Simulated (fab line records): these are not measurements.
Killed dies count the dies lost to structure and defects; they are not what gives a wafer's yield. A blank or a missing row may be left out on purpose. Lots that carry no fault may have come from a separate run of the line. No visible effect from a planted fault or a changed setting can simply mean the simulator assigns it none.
Code-filled problem report in 8D (eight disciplines) form || flow sky130 || the parts of the form that need people (team, actions taken, sign-off) are left out

## 1. WHAT IS WRONG
Wafers without a fault read 23.03 C, standard deviation 0.11; developer-temp-C at SKY_PWDE_DEVELOP_06 reads a mean of 23.90 C on 6 wafers belonging to 2 lots. That is +7.9 standard deviations from the usual mean.
The step: develop time 60 s.
First seen on wafer L637.2, day 6 23:00, on litho-track-03. Wafers with a number at this step in the record: 36, from 12 lots. Rule for "out", or "out of limits": more than 4 standard deviations from the usual mean. The other wafers with a number count as sound.

## 2. WHAT IT IS, AND WHAT IT ISN'T
{"question": "which readings at this step", "is": "developer-temp-C", "is not": "-"}
{"question": "which lots", "is": "L637, L638", "is not": "L624, L625, L626, L627, L628, L629, L630, L631, L632, L646"}
{"question": "which wafers of those lots", "is": "all that have a number", "is not": "-"}
{"question": "read on which tools", "is": "litho-track-03", "is not": "litho-track-02, litho-track-04"}
{"question": "when", "is": "from day 6 23:00", "is not": "up to then (27 sound wafers); but 3 sound wafers of L646 came after"}

## 3. THE SUSPECTS, EACH WITH WHAT RULES IT OUT
Counting: a tool at a process step up to the reading stays a suspect if it ran every lot that is out and no sound lot after the first of them.
- litho-track-03 at SKY_PWDE_DEVELOP_06 (develop time 60 s): kept. Every lot that is out went through it, starting with L637 (day 6 23:00), and after that it ran no sound lot; the last sound lot it ran before then is L632 (day 5 17:00). Its own developer-temp-C readings are out on those wafers.
Remaining after the count: litho-track-03 at SKY_PWDE_DEVELOP_06.

## 4. THE CAUSE (what the simulator had put in)
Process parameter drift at SKY_PWDE_DEVELOP_06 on litho-track-03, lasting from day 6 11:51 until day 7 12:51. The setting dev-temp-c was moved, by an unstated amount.
Only this tool survived the counting.

## 5. THE EFFECT CHAIN, in route order
One row per reading whose mean, taken over the struck wafers that have a number, lies over 3 standard deviations from the usual. Only readings for which the record gives a usual standard deviation are gone through. hours: the time from each lot's start at the first step in this table that gives one to its start at this step, as a median over the lots. sigmas: the change in usual standard deviations.
{"hours": 0, "step": "SKY_PWDE_DEVELOP_06", "reading": "developer-temp-C", "usual": "23.03 C", "on struck wafers": 23.90, "change": "+0.87", "sigmas": "+7.9"}
Its process steps:
- SKY_PWDE_DEVELOP_06: develop time 60 s.
Later steps that measure or inspect, where all struck wafers having a row at the step show a number for every such reading and not one has moved that far: SKY_VT_ADJUST_HVTP_OVL_MEAS_08.

## 6. WHAT WOULD HAVE CAUGHT IT SOONER
11 hours passed between the start of the fault at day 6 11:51 and the first reading out of limits in this record, taken at day 6 23:00.
